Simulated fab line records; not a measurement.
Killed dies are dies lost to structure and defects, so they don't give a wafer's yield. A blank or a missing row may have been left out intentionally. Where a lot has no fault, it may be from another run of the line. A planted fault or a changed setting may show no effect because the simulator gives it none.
Problem report in the 8D (eight disciplines) form, filled by code + flow sfq line + the parts of the form that need people (team, actions taken, sign-off) are left out

## 1. PROBLEM STATEMENT
Mean of heater power total W at SFQ_TRILAYER_M0_LITHO_PEB_024: 86.55 W across 6 wafers in 2 lots; on wafers with no fault it is 79.16 W (standard deviation 0.065). That is +99 or more standard deviations from the usual mean.
The step: peb time 60 s.
Seen first at day 21 08:37 on litho track-04, wafer L735.3. At this step, 42 wafers from 14 lots have a number in the record. Rule for "out", or "out of limits": more than 4 standard deviations from the usual mean. The rest of the wafers with a number are treated as sound.

## 2. WHAT IT IS, WHAT IT ISN'T
| question                    | is                     | is not                                                                    |
|-----------------------------|------------------------|---------------------------------------------------------------------------|
| which readings at this step | heater power total W   | -                                                                         |
| which lots                  | L735, L736             | L716, L717, L718, L719, L720, L723, L724, L725, L728, L731, L737, L738    |
| which wafers of those lots  | all that have a number | -                                                                         |
| read on which tools         | litho track-04         | litho track-01, litho track-03                                            |
| when                        | from day 21 08:37      | up to then (30 sound wafers); but 6 sound wafers of L737, L738 came after |

## 3. WHAT RULES OUT EACH SUSPECT
Counting: any tool at a process step up to the reading is kept as a suspect provided that every lot that is out went through it and no sound lot did after the first of them.
- litho track-04 at SFQ_TRILAYER_M0_LITHO_PEB_024 (peb time 60 s): kept. It ran every lot that is out, first L735 (day 21 08:37), and no sound lot after that; its last sound lot up to then is L731 (day 20 02:37). Its own heater power total W readings are out on those wafers.
After counting, what remains is litho track-04 at SFQ_TRILAYER_M0_LITHO_PEB_024.

## 4. THE CAUSE (what the simulator had put in)
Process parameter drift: litho track-04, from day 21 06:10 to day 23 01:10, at SFQ_TRILAYER_M0_LITHO_PEB_024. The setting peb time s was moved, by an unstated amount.
This tool alone remained once counting was done.

## 5. THE CHAIN OF EFFECTS, in route order
Each row: a reading whose mean over the struck wafers that have a number lies more than 3 standard deviations from the usual. Only readings whose record carries a usual standard deviation are examined. hours: median over the lots of the time between each lot's start at the first step of this table that gives one and its start at this step. sigmas: the change, counted in usual standard deviations.
| hours | step                          | reading              | usual   | on struck wafers | change | sigmas      |
|-------|-------------------------------|----------------------|---------|------------------|--------|-------------|
| 0     | SFQ_TRILAYER_M0_LITHO_PEB_024 | heater power total W | 79.16 W | 86.55            | +7.39  | +99 or more |
The process steps in it:
- SFQ_TRILAYER_M0_LITHO_PEB_024: peb time 60 s.
Later steps that measure or inspect, where all struck wafers having a row at the step show a number for every such reading and not one has moved that far: SFQ_M3_OVL_MEAS_921, SFQ_I4_BOW_MEAS_927.

## 6. HOW IT WOULD HAVE BEEN CAUGHT EARLIER
The fault began at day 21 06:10; the first out-of-limits reading in this record came at day 21 08:37, 2 hours later.
